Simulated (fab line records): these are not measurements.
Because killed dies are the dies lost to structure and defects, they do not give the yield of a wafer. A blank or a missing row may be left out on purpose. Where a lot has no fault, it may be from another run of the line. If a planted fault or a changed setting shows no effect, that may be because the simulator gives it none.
A lot that was struck, set against a sound lot / flow sfq-line / 21 out of 325 route steps
Sound: wafers L661.1, L661.4, L661.6. Struck: wafers L675.1, L675.4. (L675.6 of the same lot was not struck and is left out.) The cause comes at the end.
At each step with rows: each side's tool, then ch and its chambers, then its first start. Under that, the readings that differ: sound wafers / struck wafers / difference of the means / sigmas: that difference in standard deviations of wafers without a fault.
alike: readings whose means differ by less than 2 such deviations, and words and numbers that are the same on both sides. not compared: withheld readings, readings that some wafer has no value for, bounds like >300 that may hide the same value, and numbers for which the record gives no deviation and whose values overlap.
Wherever a step has rows on one side only, a row that says differs or no value, or a row with sigmas, the two part there. When numbers do not overlap yet have no deviation, they are printed without sigmas and do not part them. A reading that every wafer of one side lacks parts them only if that side has two wafers or more.

first, 3 steps without rows for these wafers: SFQ_TRILAYER_M1_LITHO_EXPOSE_040 (exposes mask M1, target cd 500 nm); SFQ_TRILAYER_M1_LITHO_PEB_042 (peb time 60 s); SFQ_TRILAYER_M1_LITHO_DEVELOP_041 (time 60 s).
SFQ_M1_OVL_MEAS_911:
  sound on overlay-01 at day 18 08:01; struck on overlay-01 at day 29 01:32
  alike: M1_OVL
SFQ_TRILAYER_M1_BARC_OPEN_METAL_ETCH_054: etches BARC in O2, target depth 125 nm, time 41.7 s.
  sound on rie-metal-03 ch 0,1, day 18 08:03; struck on rie-metal-02 ch 1, day 29 01:34
  alike: drypump-motor-current-A, oes-product-au
  not compared: rf-hours-counter-h
SFQ_TRILAYER_M1_ETCH_METAL_ETCH_042: etches Nb in Cl2/Ar, stops on SiO2, target depth 240 nm, time 120 s.
  sound on rie-metal-03 ch 0,1, day 18 08:07; struck on rie-metal-02 ch 1, day 29 01:38
  alike: drypump-motor-current-A, oes-product-au
  not compared: rf-hours-counter-h
then, 2 steps without rows for these wafers: SFQ_TRILAYER_M1_STRIP_STRIP_043 (strips in O2); SFQ_TRILAYER_M1_STRIP_SOLV_CLEAN_044 (cleans in NMP, time 600 s).
SFQ_TRILAYER_I1_DEP_PECVD_045: deposits SiO2 from SiH4/N2O, time 111.11 s, target thk 500 nm.
  sound on pecvd-01 ch 0,2, day 18 09:01; struck on pecvd-02 ch 1,2, day 29 02:33
  alike: chamber-pressure-Torr, heater-power-w, throttle-valve-pct
then, 1 step without rows for these wafers: SFQ_TRILAYER_I1_CMP_CMP_046 (polishes SiO2).
SFQ_I1_BOW_MEAS_912:
  sound on film-metro-04 at day 18 12:05; struck on film-metro-01 at day 29 05:37
  alike: I1_BOW
SFQ_TRILAYER_I1_METRO_MEASURE_047:
  sound on film-metro-04 at day 18 12:13; struck on film-metro-01 at day 29 05:44
  alike: thk-nm
SFQ_TRILAYER_I1_VIA_LITHO_COAT_054: resist thk 62 nm.
  sound on litho-track-02 ch 0, day 18 13:25; struck on litho-track-03 ch 0, day 29 06:56
reading=model.BARC_of_TRILAYER_I1_VIA_LITHO_COAT_054.thk-nm (nm); sound=62.06 62.01 62.05; struck=63.98 63.78; difference=+1.84; sigmas=
then, 5 steps without rows for these wafers: SFQ_TRILAYER_I1_VIA_LITHO_COAT_049 (resist thk 650 nm); SFQ_TRILAYER_I1_VIA_LITHO_SOFTBAKE_053; SFQ_TRILAYER_I1_VIA_LITHO_EXPOSE_050 (exposes mask I1, target cd 500 nm); SFQ_TRILAYER_I1_VIA_LITHO_PEB_052 (peb time 60 s); SFQ_TRILAYER_I1_VIA_LITHO_DEVELOP_051 (time 60 s).
-- the record jumps here: 7 days lie between the struck wafers' starts before and after --
SFQ_I1_OVL_MEAS_913:
  sound on overlay-02 at day 24 11:53; struck on overlay-01 at day 35 21:23
  alike: I1_OVL
SFQ_TRILAYER_I1_VIA_BARC_OPEN_VIA_ETCH_071: etches BARC in O2, target depth 125 nm, time 41.7 s.
  sound on rie-diel-01 ch 0,2,3, day 24 11:55; struck on rie-diel-04 ch 1,3, day 35 21:25
reading=oes-product-au (a.u.); sound=0.675 0.691 0.688; struck=0.691 0.699; difference=+0.010; sigmas=+2
reading=model.etch.depth-nm (nm); sound=62.06 62.01 62.05; struck=63.98 63.78; difference=+1.84; sigmas=
  alike: drypump-motor-current-A
  not compared: rf-hours-counter-h
SFQ_TRILAYER_I1_VIA_ETCH_VIA_ETCH_052: etches SiO2 in CHF3, stops on Nb, target depth 260 nm.
  sound on rie-diel-01 ch 0,2,3, day 24 11:57; struck on rie-diel-04 ch 1,3, day 35 21:27
  alike: drypump-motor-current-A, oes-product-au

WHERE THEY PART
Only at SFQ_TRILAYER_I1_VIA_BARC_OPEN_VIA_ETCH_071, within this record. Later steps at which nothing parts them and some readings are alike: SFQ_TRILAYER_I1_VIA_ETCH_VIA_ETCH_052.

WHY: whatever the simulator had introduced
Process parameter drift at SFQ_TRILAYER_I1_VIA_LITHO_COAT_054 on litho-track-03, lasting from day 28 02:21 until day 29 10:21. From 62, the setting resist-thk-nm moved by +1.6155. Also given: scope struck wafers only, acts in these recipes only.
